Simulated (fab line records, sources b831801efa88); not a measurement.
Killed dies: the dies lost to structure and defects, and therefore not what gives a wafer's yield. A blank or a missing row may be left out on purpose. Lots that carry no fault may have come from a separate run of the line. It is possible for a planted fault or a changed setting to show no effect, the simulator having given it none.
Which tool did it? | flow gf180mcu | 14 lots, 41 wafers sampled, at 4 steps of a route of 602

WHAT THE GAUGES READ, wafer by wafer
GF_VT_IMPLANT_RS_MEAS_47: a four-point-probe measurement.
lot  | measured     | on            | NWELL_RS (ohm/sq)
L869 | day 8 10:37  | film metro-03 | 485.7 487.5 487.3
L870 | day 8 13:50  | film metro-01 | 486.8 487.3 488.1
L871 | day 8 18:02  | film metro-03 | 488.6 489.0 489.0
L872 | day 8 18:38  | film metro-03 | 487.1 490.1 487.6
L873 | day 9 07:29  | film metro-04 | 487.1 487.9 487.5
L874 | day 9 17:37  | film metro-03 | 487.9 488.8
L875 | day 9 21:56  | film metro-03 | 485.7 486.5 487.2
L876 | day 10 02:04 | film metro-03 | 488.9 488.5 486.5
L877 | day 10 08:58 | film metro-03 | 487.4 488.1 487.5
L878 | day 10 15:01 | film metro-03 | 486.4 487.4 487.3
L886 | day 12 21:01 | film metro-01 | 487.0 489.3 489.5
L887 | day 13 03:14 | film metro-01 | 487.7 487.3 487.4
L888 | day 13 12:16 | film metro-01 | 489.4 491.3 492.0
L890 | day 14 02:40 | film metro-03 | 486.8 487.4 486.0

GF_HV_LDD_CD_MEAS_07: the cd target is 400 nm.
lot  | measured     | on        | cd nm (nm)
L869 | day 10 23:30 | cd sem-02 | 401.7 402.0 401.2
L870 | day 11 01:55 | cd sem-01 | 397.6 396.2 399.1
L871 | day 11 08:28 | cd sem-02 | 400.4 402.2 399.9
L872 | day 11 08:37 | cd sem-01 | 395.7 393.9 396.4
L873 | day 11 22:13 | cd sem-01 | 400.0 401.3 400.2
L874 | day 12 09:36 | cd sem-02 | 405.2 404.0
L875 | day 12 12:49 | cd sem-01 | 403.4 399.5 400.4
L876 | day 12 16:00 | cd sem-01 | 399.8 399.6 398.5
L877 | day 13 01:30 | cd sem-01 | 395.9 394.9 398.1
L878 | day 13 07:10 | cd sem-01 | 398.5 397.9 397.7
L886 | day 15 19:54 | cd sem-01 | 400.0 399.3 400.2
L887 | day 16 01:03 | cd sem-02 | 402.0 401.3 402.9
L888 | day 16 10:21 | cd sem-01 | 402.1 398.9 400.0
L890 | day 17 02:35 | cd sem-01 | 400.2 398.4 399.6

GF_HV_LDD_TW_MEAS_38.
lot  | measured     | on            | HV_LDD_3_TW
L869 | day 12 14:58 | film metro-04 | 1459 1456 1457
L870 | day 12 17:34 | film metro-04 | 1456 1457 1466
L871 | day 13 00:40 | film metro-03 | 1418 1416 1419
L872 | day 13 00:50 | film metro-01 | 1417 1413 1419
L873 | day 13 14:31 | film metro-01 | 1412 1417 1425
L874 | day 14 03:10 | film metro-04 | 1465 1455
L875 | day 14 05:37 | film metro-01 | 1429 1434 1426
L876 | day 14 09:28 | film metro-04 | 1460 1472 1464
L877 | day 14 19:25 | film metro-01 | 1425 1423 1422
L878 | day 15 00:49 | film metro-01 | 1428 1429 1431
L886 | day 17 18:07 | film metro-01 | 1411 1413 1418
L887 | day 17 23:55 | film metro-04 | 1462 1463 1458
L888 | day 18 10:27 | film metro-01 | 1431 1440 1427
L890 | day 19 03:35 | film metro-04 | 1455 1454 1452

WHICH TOOL RAN EACH LOT (tool, then ch and the chambers of the sampled wafers, then the start)
lot  | GF_HV_LDD_STRIP_22
L869 | plasma asher-04 ch 0,1, day 11 18:43
L870 | plasma asher-02 ch 0,1, day 11 21:31
L871 | plasma asher-01 ch 0,1, day 12 03:55
L872 | plasma asher-04 ch 0,1, day 12 04:30
L873 | plasma asher-02 ch 0,1, day 12 17:55
L874 | plasma asher-01 ch 0,1, day 13 05:40
L875 | plasma asher-04 ch 0,1, day 13 08:55
L876 | plasma asher-01 ch 0,1, day 13 12:46
L877 | plasma asher-04 ch 0,1, day 13 21:58
L878 | plasma asher-02 ch 0,1, day 14 03:13
L886 | plasma asher-04 ch 0,1, day 16 18:31
L887 | plasma asher-04 ch 0,1, day 16 23:46
L888 | plasma asher-01 ch 0,1, day 17 09:31
L890 | plasma asher-01 ch 0,1, day 18 02:38
- GF_HV_LDD_STRIP_22: strips in O2/N2.

WHAT THE TOOLS THEMSELVES READ (means of the sampled wafers that have a number; where no wafer has one, the mark that the record gives instead)
GF_HV_LDD_STRIP_22.
lot  | tool            | drypump motor current A (A) | heater power w (W) | oes product au (a.u.) | platen temp c (C) | strip time to endpoint s (s)
L869 | plasma asher-04 | 6.2                         | 331                | 0.715                 | 249.93            | 12.62
L870 | plasma asher-02 | 5.7                         | 348                | 0.719                 | 250.21            | 12.65
L871 | plasma asher-01 | 5.5                         | 329                | 0.713                 | 250.01            | 12.57
L872 | plasma asher-04 | 6.4                         | 337                | 0.712                 | 250.18            | 12.60
L873 | plasma asher-02 | 5.7                         | 346                | 0.711                 | 250.13            | 12.61
L874 | plasma asher-01 | 5.5                         | 334                | 0.715                 | 249.97            | 12.59
L875 | plasma asher-04 | 6.4                         | 334                | 0.718                 | 249.96            | 12.57
L876 | plasma asher-01 | 5.4                         | 329                | 0.720                 | 250.17            | 12.64
L877 | plasma asher-04 | 6.2                         | 326                | 0.715                 | 249.93            | 12.68
L878 | plasma asher-02 | 5.7                         | 350                | 0.713                 | 250.01            | 12.60
L886 | plasma asher-04 | 6.2                         | 309                | 0.649                 | 242.11            | 14.80
L887 | plasma asher-04 | 6.4                         | 314                | 0.646                 | 241.95            | 14.87
L888 | plasma asher-01 | 5.5                         | 326                | 0.718                 | 250.03            | 12.70
L890 | plasma asher-01 | 5.5                         | 329                | 0.717                 | 249.86            | 12.63

THE ANSWER, worked out from the rows above alone
Rule: usual is defined by the lots themselves. Put in order of their means at a reading, lots are off if they are a third of the lots or fewer, leave a main group of 4 or more, and stand apart from it by a gap of 3 or more times the standard deviation of the main group's means; of several such gaps the widest counts. If all means in a main group match to the digits the tables above print for the reading, that group is not used. Also off: a lot with no number at a reading for which 4 or more lots have one. Any other lot the step has rows for is counted as sound. After the gauges, taken in route order, come the tools' own readings; for these a lot's mean is taken, as printed above. At the first step where some lot is off, the reading lying furthest off is the one used; lots without a number count as furthest.
Off, at GF_HV_LDD_STRIP_22 on platen temp c: L886, L887. Mean 250.03 C and standard deviation 0.11 in the main group.
If a tool, at that step or one of the process steps before it, ran each lot that is off and ran no sound lot following the first of them, it fits. One candidate fits, namely plasma asher-04 at GF_HV_LDD_STRIP_22. A fault onset in the window from L877 (day 13 21:58, its last sound lot) to L886 (day 16 18:31, its first lot off) fits.
The tool's own readings at GF_HV_LDD_STRIP_22 bear it out: on the lots that are off they differ by more than 5 times the standard deviation of the sound lots' means. oes product au reads 0.647 a.u. there against 0.716 a.u. on the sound lots; platen temp c reads 242.03 C there against 250.03 C on the sound lots; strip time to endpoint s reads 14.84 s there against 12.62 s on the sound lots.

WHAT HAD BEEN PUT IN BY THE SIMULATOR
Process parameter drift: plasma asher-04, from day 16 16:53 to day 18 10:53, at GF_HV_LDD_STRIP_22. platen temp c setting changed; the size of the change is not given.
Shown lots that were struck: L886, L887. The rule given above showed the same thing.
